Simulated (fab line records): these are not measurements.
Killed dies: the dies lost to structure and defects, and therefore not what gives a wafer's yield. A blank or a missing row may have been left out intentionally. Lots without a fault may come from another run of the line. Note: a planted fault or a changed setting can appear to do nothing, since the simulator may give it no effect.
Check of tool commonality | flow gf180mcu | Sample size 13 lots and 45 wafers

## REASON IT WAS OPENED
2 of 13 lots carry a flag on the reading NSD_RS at GF_PSD_RS_MEAS_14. No-fault wafers: 46.15 ohm/sq, standard deviation 0.085.
Rule: a lot is flagged in two cases, either no wafer of it has a number, or all its wafers with numbers fall more than 4 standard deviations from that mean. As for the other lots, they are considered sound.

lot  | measured     | on            | NSD_RS (ohm/sq), wafer by wafer     | flag
L228 | day 14 03:47 | film-metro-04 | 46.22 45.92 46.16                   |
L229 | day 14 12:28 | film-metro-04 | 46.10 46.04 45.99                   |
L230 | day 15 00:16 | film-metro-04 | 46.07 46.08 46.11                   |
L231 | day 15 06:40 | film-metro-04 | 46.02 46.13 46.19                   |
L234 | day 16 09:43 | film-metro-04 | 46.14 46.24 46.08                   |
L235 | day 16 16:14 | film-metro-03 | 46.04 46.00 46.06                   |
L236 | day 17 02:05 | film-metro-04 | 46.14 46.14 46.16                   |
L237 | day 17 09:01 | film-metro-02 | 46.13 46.22 46.13                   |
L238 | day 17 19:14 | film-metro-04 | 46.22 46.13 46.18                   |
L239 | day 18 01:41 | film-metro-02 | 46.18 46.14 46.09                   |
L245 | day 20 06:06 | film-metro-03 | 48.21 48.40 48.34 48.24 48.34 48.32 | FLAGGED
L248 | day 21 11:43 | film-metro-04 | 48.27 48.26 48.42 48.25 48.27 48.25 | FLAGGED
L251 | day 22 10:44 | film-metro-03 | 46.01 46.03 46.00                   |
The mean of the flagged lots' numbers is 48.30 ohm/sq, +2.15 ohm/sq from the usual (+25 standard deviations).

## WHICH TOOL RAN EACH LOT
The record holds 1 process step before the reading, out of a route of 602 steps. Cell contents, in order: the tool; ch with the chambers the sampled wafers went through; the start.
lot  | flag    | GF_PSD_RTA_13
L228 |         | rtp-anneal-01 ch 0, day 14 03:42
L229 |         | rtp-anneal-02 ch 0, day 14 12:23
L230 |         | rtp-anneal-01 ch 0, day 15 00:11
L231 |         | rtp-anneal-01 ch 0, day 15 06:34
L234 |         | rtp-anneal-01 ch 0, day 16 09:38
L235 |         | rtp-anneal-02 ch 0, day 16 16:09
L236 |         | rtp-anneal-01 ch 0, day 17 02:00
L237 |         | rtp-anneal-01 ch 0, day 17 08:55
L238 |         | rtp-anneal-02 ch 0, day 17 19:09
L239 |         | rtp-anneal-02 ch 0, day 18 01:36
L245 | FLAGGED | rtp-anneal-02 ch 0, day 20 06:01
L248 | FLAGGED | rtp-anneal-02 ch 0, day 21 11:38
L251 |         | rtp-anneal-01 ch 0, day 22 10:39
What these steps do:
- GF_PSD_RTA_13: time 20 s.
- GF_PSD_RS_MEAS_14: measures by four-point-probe.

## FLAGGED OVER TOTAL, TOOL BY TOOL (the gauges that took the reading come last)
step              | tool          | lots run | flagged | share of the flagged lots | sound lots run after its first flagged lot
GF_PSD_RTA_13     | rtp-anneal-01 | 7        | 0       | none                      | -
GF_PSD_RTA_13     | rtp-anneal-02 | 6        | 2       | all                       | 0
GF_PSD_RS_MEAS_14 | film-metro-02 | 2        | 0       | none                      | -
GF_PSD_RS_MEAS_14 | film-metro-03 | 3        | 1       | some                      | 1 (L251)
GF_PSD_RS_MEAS_14 | film-metro-04 | 8        | 1       | some                      | 0

## WHAT THE TABLE PERMITS
Rows of the table that ran each flagged lot: 1, that is rtp-anneal-02 at GF_PSD_RTA_13.
- rtp-anneal-02 at GF_PSD_RTA_13: 2 of its 6 lots flagged. A fault beginning between L239 (day 18 01:36), its last sound lot, and L245 (day 20 06:01), its first flagged one, fits the data. Its own readings lie more than 4 standard deviations out on every wafer of the flagged lots: wafer_temp_C_max.
rtp-anneal-02 at GF_PSD_RTA_13 is the single tool remaining.

## WHAT THE SIMULATOR PUT IN
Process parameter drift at GF_PSD_RTA_13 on rtp-anneal-02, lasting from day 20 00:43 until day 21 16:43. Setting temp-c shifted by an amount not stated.
Lots struck among those shown: L245, L248. This agrees with what the rule above found.
